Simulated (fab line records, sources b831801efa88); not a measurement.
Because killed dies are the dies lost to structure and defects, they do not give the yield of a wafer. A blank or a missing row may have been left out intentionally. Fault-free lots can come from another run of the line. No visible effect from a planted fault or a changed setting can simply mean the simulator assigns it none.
fab line records ; flow sky130
[record] lots = 5; wafers = 15; last-day = 50
route steps=708 shown METAL3@561 VIA3@573
lots that met no fault: taken from a fault-free run of the same line
start-h: the number of hours between the record's first day and the start of the first shown wafer of the lot ; wait-h: hours since the lot's step before ; " same as the row above ; L1.1+2: a single row standing in for several wafers ; - no value present, or no start provided ; * or withheld: withheld ; < > ~ a bound
route shown NAME@n: a module of which the file shows steps, and the number in the route of the first ; usual: mean/standard deviation of fault-free wafers ; same: alike in all rows ; chamber/n: place in a boat ; sites: per-site readings ; _std_site: their standard deviation ; _edge_site: the outer-site mean with the inner-site mean subtracted ; radius-mm: how far each site lies from the wafer's centre ; mask NAME#n: copy n ; behind: the tool/chamber that last shaped the wafer ; hold: what put the lot on hold/how long, in hours/how the hold closed ; device: whichever transistor did not switch (one of n, p or np) ; end of line: the route-end tests of the same wafers ; a step with no rows: only its recipe ; killed: not the wafer's yield, but the dies lost to structure and defects at the first sort ; map: dies across one wafer; x = killed, . = not, _ = none there
set.NAME: setting as actually run; set.NAME@STEP: the setting as run at that earlier step ; model.NAME: the simulator's own value behind a step, which no gauge read
lots seen at some steps along the route; tables by step, rows by wafer
services: when a tool's chamber went out of use (start-h, in hours from the record's first day, below 0 if earlier), for how many hours, and the reason
[[steps]]
[step SKY_METAL3_PEB_11]
[recipe] peb-temp-c = withheld; peb-time-s = withheld; resist = KrF-thick
[step SKY_METAL3_DEVELOP_12]
[recipe] develop-time-s = 60; resist = KrF-thick; dev-temp-c = 21
[step SKY_METAL3_CD_MEAS_13]
[recipe] target-cd-nm = 300
[usual] cd-nm = 300.0/1.6
lot.wafer;tool;chamber;start-h;wait-h;cd-nm
L640.3;cd-sem-02;-;943.41;-;299.5
L640.5;cd-sem-02;-;943.41;-;298.4
L640.6;cd-sem-02;-;943.41;-;298.8
L639.2;cd-sem-01;-;948.23;-;301.1
L639.3;cd-sem-01;-;948.23;-;299.9
L639.5;cd-sem-01;-;948.23;-;300.5
L644.1;cd-sem-01;-;972.81;-;298.7
L644.3;cd-sem-01;-;972.81;-;298.9
L644.6;cd-sem-01;-;972.81;-;298.7
L655.2;cd-sem-01;-;1036.79;-;298.3
L655.4;cd-sem-01;-;1036.79;-;298.9
L655.5;cd-sem-01;-;1036.79;-;298.9
L660.2;cd-sem-02;-;1065.78;-;299.1
L660.3;cd-sem-02;-;1065.78;-;299.5
L660.5;cd-sem-02;-;1065.78;-;298.3
[step SKY_METAL3_OVL_MEAS_14]
[usual] METAL3_OVL = 1/6
lot.wafer;tool;chamber;start-h;wait-h;METAL3_OVL[nm]
L640.3;overlay-02;-;943.50;0.1;3
L640.5;overlay-02;-;943.50;0.1;5
L640.6;overlay-02;-;943.50;0.1;-2
L639.2;overlay-02;-;948.34;0.1;-4
L639.3;overlay-02;-;948.34;0.1;3
L639.5;overlay-02;-;948.34;0.1;5
L644.1;overlay-02;-;972.95;0.1;0
L644.3;overlay-02;-;972.95;0.1;16
L644.6;overlay-02;-;972.95;0.1;6
L655.2;overlay-02;-;1036.90;0.1;-8
L655.4;overlay-02;-;1036.90;0.1;-1
L655.5;overlay-02;-;1036.90;0.1;-5
L660.2;overlay-01;-;1065.89;0.1;-8
L660.3;overlay-01;-;1065.89;0.1;7
L660.5;overlay-01;-;1065.89;0.1;0
[step SKY_METAL3_DESCUM_15]
[recipe] chemistry = O2; source-power-w = 150; bias-power-w = 0; pressure-mtorr = 10; temp-c = 40; time-s = 8
[usual] drypump-motor-current-A = 5.44/0.27; oes-product-au = 1.002/0.013; rf-fwd-power-W = 147.5/0.53
lot.wafer;tool;chamber;start-h;wait-h;drypump-motor-current-A;oes-product-au;rf-fwd-power-W;rf-hours-counter-h
L640.3;rie-metal-01;0;943.54;0.0;5.73;0.988;149.2;-
L640.5;rie-metal-01;0;943.54;0.0;5.72;0.993;148.7;-
L640.6;rie-metal-01;1;943.54;0.0;5.27;0.993;146.6;-
L639.2;rie-metal-01;1;948.37;0.0;5.25;0.980;147.5;18
L639.3;rie-metal-01;0;948.37;0.0;5.71;0.989;147.7;-
L639.5;rie-metal-01;0;948.37;0.0;5.72;0.990;147.2;-
L644.1;rie-metal-02;1;972.99;0.0;5.69;1.012;146.9;16
L644.3;rie-metal-02;1;972.99;0.0;5.69;1.018;147.4;-
L644.6;rie-metal-02;0;972.99;0.0;5.21;1.038;147.5;-
L655.2;rie-metal-01;1;1036.93;0.0;5.26;0.998;147.0;0
L655.4;rie-metal-01;0;1036.93;0.0;5.76;0.983;148.2;-
L655.5;rie-metal-01;1;1036.93;0.0;5.27;1.000;147.0;-
L660.2;rie-metal-03;0;1065.92;0.0;5.05;1.006;147.5;17
L660.3;rie-metal-03;0;1065.92;0.0;5.04;1.004;147.2;-
L660.5;rie-metal-03;0;1065.92;0.0;5.02;1.005;148.0;-
[step SKY_METAL3_ETCH_16]
[recipe] chemistry = N2/H2; target = BARC; ion-energy-ev = 200; bias-w = 100; pressure-mtorr = 30; n2-flow-sccm = 100; h2-flow-sccm = 200; icp-w = 500; stop-on = SiO2; time-s = 88.2; target-depth-a = 600
[usual] drypump-motor-current-A = 5.44/0.27; oes-product-au = 0.627/0.005; rf-fwd-power-W = 497.3/1.8; throttle-valve-pct = 13.205/0.0093
lot.wafer;tool;chamber;start-h;wait-h;drypump-motor-current-A;oes-product-au;rf-fwd-power-W;rf-hours-counter-h;throttle-valve-pct
L640.3;rie-metal-01;0;943.59;0.0;5.76;0.620;494.0;-;13.196
L640.5;rie-metal-01;0;943.59;0.0;5.76;0.621;496.4;-;13.202
L640.6;rie-metal-01;1;943.59;0.0;5.27;0.631;497.6;-;13.217
L639.2;rie-metal-01;1;948.40;0.0;5.28;0.627;496.6;18;13.190
L639.3;rie-metal-01;0;948.40;0.0;5.78;0.629;499.1;-;13.214
L639.5;rie-metal-01;0;948.40;0.0;5.78;0.626;501.7;-;13.198
L644.1;rie-metal-02;1;973.02;0.0;5.73;0.631;499.7;16;13.202
L644.3;rie-metal-02;1;973.02;0.0;5.73;0.627;496.8;-;13.210
L644.6;rie-metal-02;0;973.02;0.0;5.23;0.623;497.5;-;13.218
L655.2;rie-metal-01;1;1036.96;0.0;5.28;0.625;496.8;0;13.205
L655.4;rie-metal-01;0;1036.96;0.0;5.72;0.622;498.9;-;13.189
L655.5;rie-metal-01;1;1036.96;0.0;5.28;0.626;498.0;-;13.200
L660.2;rie-metal-03;0;1065.95;0.0;5.00;0.627;498.6;17;13.195
L660.3;rie-metal-03;0;1065.95;0.0;5.01;0.625;495.8;-;13.202
L660.5;rie-metal-03;0;1065.95;0.0;5.01;0.625;496.7;-;13.216
[step SKY_METAL3_ETCH_17]
[recipe] target = SiO2; stop-on = TiN; chemistry = C4F8/O2/Ar; source-w = 1500; bias-w = 1200; pressure-mtorr = 40; c4f8-flow-sccm = withheld; O2_flow_sccm = 6; Ar_flow_sccm = 300; time-s = 3.9; target-depth-a = 150
[step SKY_METAL3_METAL_ETCH_18]
[recipe] target-depth-a = 8450; stop-on = SiO2; over-etch-frac = 0.3; time-s = 183.1; chemistry = Cl2/BCl3; resist-sidewall-deg = 88; pressure-mtorr = 10; icp-w = 900; bias-w = 48.5; Cl2_flow_sccm = 60; bcl3-flow-sccm = 30
[usual] drypump-motor-current-A = 5.44/0.28; oes-product-au = 0.863/0.0069; rf-fwd-power-W = 897.1/2.4; throttle-valve-pct = 22.264/0.0094
lot.wafer;tool;chamber;start-h;wait-h;drypump-motor-current-A;oes-product-au;rf-fwd-power-W;rf-hours-counter-h;throttle-valve-pct
L640.3;rie-metal-03;0;943.74;0.1;5.05;0.868;896.1;-;22.243
L640.5;rie-metal-03;1;943.74;0.1;5.61;0.862;896.0;-;22.282
L640.6;rie-metal-03;0;943.74;0.1;5.05;0.869;897.7;-;22.257
L639.2;rie-metal-03;0;948.51;0.0;5.03;0.868;895.2;10;22.264
L639.3;rie-metal-03;1;948.51;0.0;5.61;0.869;897.4;-;22.273
L639.5;rie-metal-03;1;948.51;0.0;5.64;0.870;900.6;-;22.252
L644.1;rie-metal-03;0;973.14;0.0;5.02;0.875;895.7;12;22.263
L644.3;rie-metal-03;1;973.14;0.0;5.61;0.871;898.3;-;22.255
L644.6;rie-metal-03;1;973.14;0.0;5.61;0.865;895.7;-;22.263
L655.2;rie-metal-02;1;1037.08;0.0;5.73;0.866;896.6;19;22.257
L655.4;rie-metal-02;0;1037.08;0.0;5.23;0.858;899.7;-;22.256
L655.5;rie-metal-02;0;1037.08;0.0;5.23;0.861;893.1;-;22.258
L660.2;rie-metal-01;1;1066.07;0.0;5.26;0.850;896.0;2;22.268
L660.3;rie-metal-01;0;1066.07;0.0;5.75;0.859;899.3;-;22.253
L660.5;rie-metal-01;0;1066.07;0.0;5.77;0.866;901.4;-;22.263
[step SKY_METAL3_STRIP_19]
[recipe] chemistry = O2/N2; power-w = 1400; pressure-mtorr = 1500; platen-temp-c = withheld; o2-flow-sccm = 3000; n2-flow-sccm = 300; overash-fraction = 0.5
[usual] drypump-motor-current-A = 5.6/0.5; oes-product-au = 0.504/0.0065; strip-time-to-endpoint-s = 6.58/0.097
lot.wafer;tool;chamber;start-h;wait-h;drypump-motor-current-A;oes-product-au;rf-hours-counter-h;strip-time-to-endpoint-s
L640.3;plasma-asher-02;0;943.89;0.1;5.2;0.500;-;6.54
L640.5;plasma-asher-02;0;943.89;0.1;5.2;0.498;-;6.47
L640.6;plasma-asher-02;1;943.89;0.1;5.2;0.509;-;6.53
L639.2;plasma-asher-02;0;948.69;0.1;5.2;0.505;82;6.61
L639.3;plasma-asher-02;0;948.69;0.1;5.2;0.500;-;6.55
L639.5;plasma-asher-02;1;948.69;0.1;5.2;0.504;-;6.59
L644.1;plasma-asher-01;1;973.32;0.1;6.4;0.511;111;6.61
L644.3;plasma-asher-01;1;973.32;0.1;6.4;0.501;-;6.58
L644.6;plasma-asher-01;1;973.32;0.1;6.3;0.509;-;6.53
L655.2;plasma-asher-01;0;1037.26;0.1;5.2;0.505;117;6.60
L655.4;plasma-asher-01;1;1037.26;0.1;6.4;0.497;-;6.52
L655.5;plasma-asher-01;0;1037.26;0.1;5.3;0.500;-;6.47
L660.2;plasma-asher-03;0;1066.24;0.1;6.0;0.497;33;6.59
L660.3;plasma-asher-03;0;1066.24;0.1;6.0;0.517;-;6.75
L660.5;plasma-asher-03;1;1066.24;0.1;6.1;0.513;-;6.73
[step SKY_METAL3_STRIP_20]
[recipe] chemistry = post-etch-residue-remover; time-s = 1200; temp-c = 72.5
[step SKY_METAL3_CLEAN_21]
[recipe] chemistry = IPA; time-s = 180; temp-c = 25
[step SKY_METAL3_CLEAN_22]
[recipe] chemistry = O3/DIW; dry = n2-spin
[step SKY_VIA3_HDPCVD_00]
[recipe] material = SiO2; target-thk-nm = 1635; sigma-open-frac = 0.3; time-s = 272.5; temp-c = 400; sih4-flow-sccm = 60; pressure-mtorr = 6
lot.wafer;tool;chamber;start-h;wait-h
L640.3+5+6;hdpcvd-02;0,1,0;944.45;0.0
L639.2+3+5;hdpcvd-02;2,0,2;949.28;0.0
L644.1+3+6;hdpcvd-01;0,2,0;973.95;0.0
L655.2+4+5;hdpcvd-01;1,2,0;1037.85;0.0
L660.2+3+5;hdpcvd-02;1,2,1;1066.83;0.0
[step SKY_VIA3_THK_MEAS_01]
[recipe] reads = SiO2_of_VIA3_HDPCVD_00
[usual] VIA3_HDPCVD_THK = 1636/21
lot.wafer;tool;chamber;start-h;wait-h;VIA3_HDPCVD_THK[nm]
L640.3;film-metro-02;-;944.63;0.1;1616
L640.5;film-metro-02;-;944.63;0.1;1648
L640.6;film-metro-02;-;944.63;0.1;1618
L639.2;film-metro-01;-;949.46;0.1;1653
L639.3;film-metro-01;-;949.46;0.1;1635
L639.5;film-metro-01;-;949.46;0.1;1650
L644.1;film-metro-04;-;974.11;0.1;1674
L644.3;film-metro-04;-;974.11;0.1;1638
L644.6;film-metro-04;-;974.11;0.1;1659
L655.2;film-metro-02;-;1038.03;0.1;1634
L655.4;film-metro-02;-;1038.03;0.1;1604
L655.5;film-metro-02;-;1038.03;0.1;1446
L660.2;film-metro-02;-;1067.01;0.1;1660
L660.3;film-metro-02;-;1067.01;0.1;1612
L660.5;film-metro-02;-;1067.01;0.1;1650
[step SKY_VIA3_CMP_02]
[recipe] material = SiO2; down-force-psi = 4; platen-rpm = 60; pad-velocity-m-s = 0.94248
[step SKY_VIA3_BOW_MEAS_03]
[recipe] mode = bow
[usual] VIA3_BOW = 79/8.3
lot.wafer;tool;chamber;start-h;wait-h;VIA3_BOW[um]
L640.3;film-metro-04;-;945.12;0.1;82
L640.5;film-metro-04;-;945.12;0.1;91
L640.6;film-metro-04;-;945.12;0.1;102
L639.2;film-metro-02;-;949.83;0.2;73
L639.3;film-metro-02;-;949.83;0.2;76
L639.5;film-metro-02;-;949.83;0.2;64
L644.1;film-metro-01;-;974.70;0.2;68
L644.3;film-metro-01;-;974.70;0.2;78
L644.6;film-metro-01;-;974.70;0.2;63
L655.2;film-metro-01;-;1038.40;0.2;70
L655.4;film-metro-01;-;1038.40;0.2;57
L655.5;film-metro-01;-;1038.40;0.2;70
L660.2;film-metro-01;-;1067.38;0.2;103
L660.3;film-metro-01;-;1067.38;0.2;86
L660.5;film-metro-01;-;1067.38;0.2;82
[step SKY_VIA3_DEHYDRATE_04]
[recipe] temp-c = 200; time-s = 60
[step SKY_VIA3_HMDS_05]
[recipe] prime-time-s = 60; prime-temp-c = 120
[step SKY_VIA3_COAT_06]
[recipe] resist = BARC; temp-c = withheld; time-s = withheld; spin-rpm = 3000; resist-thk-nm = 60
[step SKY_VIA3_COAT_07]
[recipe] resist = KrF-thick; spin-rpm = 3000; resist-thk-nm = 450
[step SKY_VIA3_SOFTBAKE_08]
[recipe] temp-c = 100; time-s = 90; resist = KrF-thick
[step SKY_VIA3_EXPOSE_09]
[recipe] mask-id = VIM3; na = 0.8; source-shape = annular; sigma-inner = 0.55; sigma-outer = 0.85; target-cd-nm = 200; dose-mj = 38
[step SKY_VIA3_PEB_10]
[recipe] peb-temp-c = withheld; peb-time-s = withheld; resist = KrF-thick
[step SKY_VIA3_DEVELOP_11]
[recipe] develop-time-s = 60; resist = KrF-thick; dev-temp-c = 21
[step SKY_VIA3_CD_MEAS_12]
[recipe] target-cd-nm = 200
[usual] cd-nm = 199.4/1.5
lot.wafer;tool;chamber;start-h;wait-h;cd-nm
L640.3;cd-sem-02;-;969.37;-;197.6
L640.5;cd-sem-02;-;969.37;-;198.7
L640.6;cd-sem-02;-;969.37;-;198.6
L639.2;cd-sem-02;-;974.65;-;199.3
L639.3;cd-sem-02;-;974.65;-;198.1
L639.5;cd-sem-02;-;974.65;-;200.2
L644.1;cd-sem-02;-;998.78;-;201.2
L644.3;cd-sem-02;-;998.78;-;201.7
L644.6;cd-sem-02;-;998.78;-;199.7
L655.2;cd-sem-01;-;1060.95;-;200.6
L655.4;cd-sem-01;-;1060.95;-;200.2
L655.5;cd-sem-01;-;1060.95;-;200.8
L660.2;cd-sem-02;-;1088.79;-;199.9
L660.3;cd-sem-02;-;1088.79;-;199.8
L660.5;cd-sem-02;-;1088.79;-;199.2
[step SKY_VIA3_OVL_MEAS_13]
[usual] VIA3_OVL = 0/5.9
lot.wafer;tool;chamber;start-h;wait-h;VIA3_OVL[nm]
L640.3;overlay-02;-;969.46;0.1;-3
L640.5;overlay-02;-;969.46;0.1;1
L640.6;overlay-02;-;969.46;0.1;-2
L639.2;overlay-01;-;974.76;0.1;6
L639.3;overlay-01;-;974.76;0.1;6
L639.5;overlay-01;-;974.76;0.1;1
L644.1;overlay-01;-;998.90;0.1;-3
L644.3;overlay-01;-;998.90;0.1;-5
L644.6;overlay-01;-;998.90;0.1;0
L655.2;overlay-01;-;1061.06;0.1;-5
L655.4;overlay-01;-;1061.06;0.1;-9
L655.5;overlay-01;-;1061.06;0.1;-7
L660.2;overlay-02;-;1088.90;0.1;-9
L660.3;overlay-02;-;1088.90;0.1;-2
L660.5;overlay-02;-;1088.90;0.1;-9
[step SKY_VIA3_ETCH_14]
[recipe] chemistry = N2/H2; target = BARC; ion-energy-ev = 200; source-w = 500; bias-w = 100; pressure-mtorr = 30; n2-flow-sccm = 100; h2-flow-sccm = 200; stop-on = SiO2; time-s = 45.9; target-depth-a = 600
[usual] drypump-motor-current-A = 5.9/0.36; oes-product-au = 0.855/0.0051; rf-fwd-power-W = 494.5/2; throttle-valve-pct = 13.224/0.0093
lot.wafer;tool;chamber;start-h;wait-h;drypump-motor-current-A;oes-product-au;rf-fwd-power-W;rf-hours-counter-h;throttle-valve-pct
L640.3;rie-diel-01;2;969.49;0.0;5.9;0.860;492.1;16;13.225
L640.5;rie-diel-01;1;969.49;0.0;5.5;0.849;498.4;-;13.215
L640.6;rie-diel-01;0;969.49;0.0;6.7;0.857;493.2;-;13.227
L639.2;rie-diel-02;2;974.79;0.0;6.1;0.853;495.8;28;13.236
L639.3;rie-diel-02;1;974.79;0.0;5.5;0.865;492.0;8;13.225
L639.5;rie-diel-02;0;974.79;0.0;6.2;0.865;493.9;-;13.228
L644.1;rie-diel-02;3;998.94;0.0;6.0;0.854;496.3;16;13.219
L644.3;rie-diel-02;1;998.94;0.0;5.5;0.854;491.6;9;13.221
L644.6;rie-diel-02;1;998.94;0.0;5.5;0.850;493.0;-;13.233
L655.2;rie-diel-03;2;1061.09;0.0;5.6;0.847;498.0;9;13.209
L655.4;rie-diel-03;3;1061.09;0.0;6.3;0.861;495.4;13;13.225
L655.5;rie-diel-03;0;1061.09;0.0;5.9;0.864;494.2;-;13.219
L660.2;rie-diel-01;0;1088.93;0.0;6.7;0.843;492.1;10;13.200
L660.3;rie-diel-01;3;1088.93;0.0;5.6;0.846;496.3;21;13.226
L660.5;rie-diel-01;2;1088.93;0.0;5.9;0.856;496.7;-;13.218
[step SKY_VIA3_ETCH_15]
[recipe] target = SiO2; chemistry = C4F8/O2/Ar; target-depth-nm = 507; stop-on = TiN; mask-material = KrF-thick; source-w = 1500; bias-w = 1200; pressure-mtorr = 40; c4f8-flow-sccm = withheld; O2_flow_sccm = 6; Ar_flow_sccm = 300; time-s = 78
[usual] oes-product-au = 0.946/0.0049; rf-fwd-power-W = 1489/4.8
lot.wafer;tool;chamber;start-h;wait-h;oes-product-au;rf-fwd-power-W;rf-hours-counter-h
L640.3;rie-diel-01;2;969.53;0.0;0.944;1480;16
L640.5;rie-diel-01;1;969.53;0.0;0.943;1493;-
L640.6;rie-diel-01;0;969.53;0.0;0.942;1485;-
L639.2;rie-diel-02;2;974.83;0.0;0.953;1488;28
L639.3;rie-diel-02;1;974.83;0.0;0.952;1485;8
L639.5;rie-diel-02;0;974.83;0.0;0.939;1489;-
L644.1;rie-diel-02;3;998.98;0.0;0.949;1486;16
L644.3;rie-diel-02;1;998.98;0.0;0.952;1488;9
L644.6;rie-diel-02;1;998.98;0.0;0.945;1482;-
L655.2;rie-diel-03;2;1061.13;0.0;0.942;1486;9
L655.4;rie-diel-03;3;1061.13;0.0;0.947;1485;13
L655.5;rie-diel-03;0;1061.13;0.0;0.729;1489;-
L660.2;rie-diel-01;0;1088.97;0.0;0.935;1486;10
L660.3;rie-diel-01;3;1088.97;0.0;0.948;1486;21
L660.5;rie-diel-01;2;1088.97;0.0;0.935;1491;-
[step SKY_VIA3_STRIP_16]
[recipe] chemistry = O2/N2; power-w = 1400; pressure-mtorr = 1500; platen-temp-c = withheld; o2-flow-sccm = 3000; n2-flow-sccm = 300; overash-fraction = 0.5
[[services]]
tool;chamber;start-h;hours;kind
rie-diel-01;3;920.05;29.3;repair
rie-diel-03;0;936.03;8.2;repair
rie-diel-01;0;937.33;6.2;repair
rie-diel-01;-;938.98;0.9;repair
hdpcvd-01;-;950.25;15.0;pm
hdpcvd-01;-;957.21;1.3;repair
rie-diel-03;-;965.00;2.8;pm
rie-metal-03;-;979.62;1.4;pm
rie-diel-01;0;980.83;11.2;repair
hdpcvd-02;1;980.87;36.6;repair
plasma-asher-02;-;981.48;2.8;pm
rie-diel-03;1;992.95;4.3;repair
plasma-asher-02;-;1000.12;1.1;repair
hdpcvd-01;-;1005.57;0.6;repair
rie-metal-01;1;1008.79;-;clean
rie-metal-01;1;1008.79;21.6;scheduled-down
rie-diel-03;1;1029.67;5.6;repair
rie-diel-01;3;1040.19;5.2;repair
rie-metal-02;-;1041.54;0.5;repair
plasma-asher-01;-;1055.25;9.0;pm
rie-diel-02;-;1063.96;2.8;pm
rie-diel-01;0;1070.83;3.4;repair
rie-diel-02;2;1079.05;2.7;repair
plasma-asher-01;-;1084.03;2.5;repair
[[key]]
[first-sign] step = SKY_VIA3_THK_MEAS_01; reading = VIA3_HDPCVD_THK; direction = down; sigmas = 9.1; usual = 1636; struck = 1446
[effect] step = SKY_VIA3_ETCH_15; reading = oes-product-au; direction = down; sigmas = 44; usual = 0.946; struck = 0.729
met-at SKY_VIA3_HDPCVD_00
struck-wafers L655.5
sort-left-out L655.5
onset-between 973.95 1037.85
[fault] kind = site-profile-drift; tool = hdpcvd-01; chamber = 0; onset-h = 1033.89; steps = SKY_VIA3_HDPCVD_00; basis = fraction; max-abs-drift = 0.26544; slope-share-per-hr = 58.987; site-pattern = 0,0,0,0,0,-1,-1,-1,-1
// sort-left-out: the simulated sort isn't trusted on such a fault, so these wafers' sort isn't shown, and their yield isn't known
